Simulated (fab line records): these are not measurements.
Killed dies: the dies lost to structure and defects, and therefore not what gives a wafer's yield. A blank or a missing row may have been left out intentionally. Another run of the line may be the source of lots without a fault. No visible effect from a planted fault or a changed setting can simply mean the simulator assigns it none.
Struck lot and sound lot, side by side :: flow sky130 :: 15 out of 708 route steps
Sound: the wafers L177.3, L177.4, L177.5. Wafers L175.1, L175.2, L175.3 were the ones struck. Last of all comes the cause.
Order at every step that has rows: each side's tool, ch and its chambers, its first start. Under that, the readings that differ: sound wafers :: struck wafers :: difference of the means :: sigmas: that difference in standard deviations of wafers without a fault.
alike: readings whose means differ by less than 2 such deviations, and words and numbers that are the same on both sides. not compared: withheld readings, readings that some wafer has no value for, bounds like >300 that may hide the same value, and numbers for which the record gives no deviation and whose values overlap.
A row with sigmas, a row that says differs or no value, or rows on one side alone: a step with any of these is where the two part. Numbers that have no deviation but don't overlap get no sigmas and don't part them. A reading that every wafer of one side lacks parts them only if that side has two wafers or more.

SKY_CAP2M_SPUTTER_02: material TiN, target thk 200 nm, time 166.7 s.
  sound on pvd sputter-02, day 46 11:17; struck on pvd sputter-02, day 46 17:34
  alike: substrate temp c, susceptor temp C, throttle valve pct
SKY_CAP2M_RS_MEAS_03: measures by four-point-probe.
  sound on film metro-01, day 46 11:26; struck on film metro-02, day 46 17:40
  alike: CAP2M_TIN_RS
SKY_CAP2M_THK_MEAS_04: measures by xrf.
  sound on film metro-01, day 46 11:32; struck on film metro-02, day 46 17:47
  alike: CAP2M_TIN_THK
then, 7 steps without rows for these wafers: SKY_CAP2M_DEHYDRATE_05 (time 60 s); SKY_CAP2M_HMDS_06 (prime time 60 s); SKY_CAP2M_COAT_07 (resist thk 1140 nm); SKY_CAP2M_SOFTBAKE_08 (time 60 s); SKY_CAP2M_EXPOSE_09 (exposes mask CAP2M, target cd 1000 nm); SKY_CAP2M_PEB_10; SKY_CAP2M_DEVELOP_11 (develop time 60 s).
SKY_CAP2M_OVL_MEAS_12:
  sound on overlay-01, day 47 06:39; struck on overlay-02, day 47 12:11
  alike: CAP2M_OVL
SKY_CAP2M_METAL_ETCH_13: etches TiN in Cl2/BCl3, stops on SiO2, target depth 220 nm, time 62.9 s.
  sound on rie metal-03 ch 0,1, day 47 06:42; struck on rie metal-04 ch 0,1, day 47 12:13
  alike: drypump motor current A, mfc cl2 sccm, oes product au, throttle valve pct
  not compared: rf hours counter h
SKY_CAP2M_STRIP_14: strips in O2/N2.
  sound on plasma asher-02 ch 0,1, day 47 06:47; struck on plasma asher-02 ch 0,1, day 47 12:20
  no value came back on the struck wafers for any of 5 readings (chamber pressure mTorr (mTorr), drypump motor current A (A) and others); on the sound wafers chamber pressure mTorr (mTorr) reads 1498.8 1501.2 1498.3
reading: model.NOVOLAK_of_CAP2M_COAT_07.thk nm (nm)
sound: 0 0 0
struck: 990.9 994.9 997.1
difference: +994.3
sigmas: 
  not compared: rf hours counter h
then, 1 step without rows for these wafers: SKY_CAP2M_STRIP_15 (strips in post etch residue remover, time 1200 s).
-- the record jumps here: 4 days lie between the struck wafers' starts before and after (it left off in module CAP2M and takes up again in module PAD_OPEN, whose first step shown is number 708 of the route) --
SKY_PAD_OPEN_PROBE_99:
  sound on prober-02, day 51 12:28; struck on prober-01, day 51 13:52
reading: defect limited yield (%)
sound: 81.5 87.2 82.7
struck: 0.4 0.6 0.4
difference: -83.3
sigmas: -42

reading: killed_at_M0_to_M3
sound: 51 25 51
struck: 14 5 11
difference: -32
sigmas: -4

reading: killed at contacts
sound: 20 21 22
struck: 6 4 8
difference: -15
sigmas: -3

reading: killed at front end
sound: 18 15 11
struck: 0 1 5
difference: -13
sigmas: -3

reading: killed at other
sound: 0 0 1
struck: 469 478 466
difference: +471
sigmas: +99 or more

reading: killed dies
sound: 91 63 85
struck: 490 489 490
difference: +410
sigmas: +42

reading: killed on rim
sound: 22 10 15
struck: 95 96 95
difference: +80
sigmas: +21

reading: killed open
sound: 46 34 51
struck: 13 9 7
difference: -34
sigmas: -5

reading: killed short
sound: 44 28 33
struck: 8 2 17
difference: -26
sigmas: -4

reading: sort_bin_3_pad_short (%)
sound: 0.6 1.2 1.4
struck: 22.2 23.6 23.6
difference: +22.1
sigmas: +53

reading: sort_bin_5_function (%)
sound: 11.0 8.1 11.4
struck: 73.0 73.4 73.0
difference: +63.0
sigmas: +42

reading: sort n pass
sound: 401 429 407
struck: 2 3 2
difference: -410
sigmas: -42

reading: sort yield pct (%)
sound: 81.5 87.2 82.7
struck: 0.4 0.6 0.4
difference: -83.3
sigmas: -42
  alike: killed_at_M4_up, sort_bin_6_memory

WHERE THEY PART
At SKY_CAP2M_STRIP_14 first; at SKY_PAD_OPEN_PROBE_99 last (within this record only).

WHY: the cause the simulator had injected
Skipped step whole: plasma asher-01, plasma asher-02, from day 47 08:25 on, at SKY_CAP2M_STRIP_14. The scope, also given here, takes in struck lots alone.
